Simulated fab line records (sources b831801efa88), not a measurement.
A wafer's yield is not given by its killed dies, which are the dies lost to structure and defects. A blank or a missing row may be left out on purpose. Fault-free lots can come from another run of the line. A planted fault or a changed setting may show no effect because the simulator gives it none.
Lot-split experiment :: flow gf180mcu :: 5 lots, 23 wafers read, on a route of 602 steps

THE SPLIT
At GF_V2_COAT_09 (resist thk 1000 nm), the setting resistThkNm was moved away from the recipe's 1000 nm on 8 of the 23 wafers read, by -5.1% to +5.6%. All remaining wafers had this setting at the recipe value.

FROM THE SPLIT TO THE READING: what the file shows between them, 2 steps
- GF_V2_ETCH_16: etches BARC in N2/H2 (also split here: ionEnergyEv)
- GF_V2_ETCH_17: etches SiO2 in C4F8/O2/Ar, stops on TiN, target depth 630 nm

THE READING
oesProductAu, in a.u., at GF_V2_STRIP_18 (strips in O2/N2). On this fab line, fault-free wafers typically give 0.593 a.u. with a standard deviation of 0.0051 a.u.

wafer: L076.1
tool, chamber at the split: lithoTrack-01, 0
resistThkNm as run, nm: 983.3
against the recipe: -1.7%
oesProductAu, a.u.: 0.595
against lot-mates on the recipe: +0.004

wafer: L076.2
tool, chamber at the split: lithoTrack-01, 0
resistThkNm as run, nm: 1000
against the recipe: recipe
oesProductAu, a.u.: 0.588
against lot-mates on the recipe: -

wafer: L076.3
tool, chamber at the split: lithoTrack-01, 0
resistThkNm as run, nm: 1000
against the recipe: recipe
oesProductAu, a.u.: 0.593
against lot-mates on the recipe: -

wafer: L076.4
tool, chamber at the split: lithoTrack-01, 0
resistThkNm as run, nm: 983.3
against the recipe: -1.7%
oesProductAu, a.u.: 0.588
against lot-mates on the recipe: -0.003

wafer: L076.5
tool, chamber at the split: lithoTrack-01, 0
resistThkNm as run, nm: 1000
against the recipe: recipe
oesProductAu, a.u.: 0.592
against lot-mates on the recipe: -

wafer: L078.2
tool, chamber at the split: lithoTrack-03, 0
resistThkNm as run, nm: 1056
against the recipe: +5.6%
oesProductAu, a.u.: 0.614
against lot-mates on the recipe: +0.021

wafer: L078.3
tool, chamber at the split: lithoTrack-03, 0
resistThkNm as run, nm: 1056
against the recipe: +5.6%
oesProductAu, a.u.: 0.616
against lot-mates on the recipe: +0.023

wafer: L078.4
tool, chamber at the split: lithoTrack-03, 0
resistThkNm as run, nm: 1056
against the recipe: +5.6%
oesProductAu, a.u.: 0.613
against lot-mates on the recipe: +0.020

wafer: L078.5
tool, chamber at the split: lithoTrack-03, 0
resistThkNm as run, nm: 1000
against the recipe: recipe
oesProductAu, a.u.: 0.596
against lot-mates on the recipe: -

wafer: L078.6
tool, chamber at the split: lithoTrack-03, 0
resistThkNm as run, nm: 1000
against the recipe: recipe
oesProductAu, a.u.: 0.591
against lot-mates on the recipe: -

wafer: L079.1
tool, chamber at the split: lithoTrack-01, 0
resistThkNm as run, nm: 1000
against the recipe: recipe
oesProductAu, a.u.: 0.602
against lot-mates on the recipe: -

wafer: L079.4
tool, chamber at the split: lithoTrack-01, 0
resistThkNm as run, nm: 1000
against the recipe: recipe
oesProductAu, a.u.: 0.595
against lot-mates on the recipe: -

wafer: L079.5
tool, chamber at the split: lithoTrack-01, 0
resistThkNm as run, nm: 1000
against the recipe: recipe
oesProductAu, a.u.: 0.593
against lot-mates on the recipe: -

wafer: L082.1
tool, chamber at the split: lithoTrack-01, 0
resistThkNm as run, nm: 1000
against the recipe: recipe
oesProductAu, a.u.: 0.591
against lot-mates on the recipe: -

wafer: L082.2
tool, chamber at the split: lithoTrack-01, 0
resistThkNm as run, nm: 1000
against the recipe: recipe
oesProductAu, a.u.: 0.594
against lot-mates on the recipe: -

wafer: L082.3
tool, chamber at the split: lithoTrack-01, 0
resistThkNm as run, nm: 1000
against the recipe: recipe
oesProductAu, a.u.: 0.586
against lot-mates on the recipe: -

wafer: L082.5
tool, chamber at the split: lithoTrack-01, 0
resistThkNm as run, nm: 1000
against the recipe: recipe
oesProductAu, a.u.: 0.594
against lot-mates on the recipe: -

wafer: L082.6
tool, chamber at the split: lithoTrack-01, 0
resistThkNm as run, nm: 1000
against the recipe: recipe
oesProductAu, a.u.: 0.596
against lot-mates on the recipe: -

wafer: L084.1
tool, chamber at the split: lithoTrack-03, 0
resistThkNm as run, nm: 1000
against the recipe: recipe
oesProductAu, a.u.: 0.604
against lot-mates on the recipe: -

wafer: L084.2
tool, chamber at the split: lithoTrack-03, 0
resistThkNm as run, nm: 948.7
against the recipe: -5.1%
oesProductAu, a.u.: 0.575
against lot-mates on the recipe: -0.024

wafer: L084.4
tool, chamber at the split: lithoTrack-03, 0
resistThkNm as run, nm: 948.7
against the recipe: -5.1%
oesProductAu, a.u.: 0.571
against lot-mates on the recipe: -0.028

wafer: L084.5
tool, chamber at the split: lithoTrack-03, 0
resistThkNm as run, nm: 1000
against the recipe: recipe
oesProductAu, a.u.: 0.593
against lot-mates on the recipe: -

wafer: L084.6
tool, chamber at the split: lithoTrack-03, 0
resistThkNm as run, nm: 948.7
against the recipe: -5.1%
oesProductAu, a.u.: 0.573
against lot-mates on the recipe: -0.026

FIT RESULTS
A straight line over all 23 wafers: oesProductAu changes by +0.00377 a.u. for each +1% of resistThkNm; r = +0.93; the points scatter about the line by 0.0042 a.u.
The same after taking each lot's own level away (the mean of its wafers on the recipe; 23 wafers): +0.00415 a.u. for each +1%; r = +0.94; scatter 0.0044 a.u.
The reading moves by 0.023 a.u. for the largest change in resistThkNm, on that fit.
Across the lots, their own levels run from 0.5910 to 0.5985 a.u., a range of 1.5 times the standard deviation given above.
Consequently the slope shifts little with the lot-to-lot level, the two slopes agreeing.
Check: for one of the wafers moved furthest among these (+5.6%), held out of the fit, the line's prediction against its lot-mates is +0.0237 a.u. Against them it came out at +0.0205 a.u.

OTHER SPLITS ON THESE WAFERS
Note: prior to the reading, these wafers also went through further splits. Each is held against what the fit with the lots' levels taken away leaves over:
other split on the same wafers: GF_V1_CVD_02 timeS
wafers away from the commonest value: 8
r with oesProductAu (lot level and that fit taken away): +0.11

other split on the same wafers: GF_M2_SPUTTER_01 powerW
wafers away from the commonest value: 7
r with oesProductAu (lot level and that fit taken away): +0.39

other split on the same wafers: GF_V2_CVD_00 sih4FlowSccm
wafers away from the commonest value: 7
r with oesProductAu (lot level and that fit taken away): +0.32

other split on the same wafers: GF_V2_ETCH_16 ionEnergyEv
wafers away from the commonest value: 2
r with oesProductAu (lot level and that fit taken away): -0.11

THE WHOLE CHAIN: every reading that the file lists as answering this split, in the file's order
step: GF_V2_COAT_09
what it does: resist thk 1000 nm
reading: KrF_of_V2_COAT_09.thkNm (the simulator's own value, which no gauge read)
change (the file's fit): +9.79 nm for each +1% of the setting
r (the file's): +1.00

step: GF_V2_STRIP_18
what it does: strips in O2/N2
reading: oesProductAu
change (the file's fit): +0.00402 a.u. for each +1% of the setting
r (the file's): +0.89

THE FILE'S OWN FIT
oesProductAu changes by +0.00402 a.u. for each +1% of resistThkNm, r = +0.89.
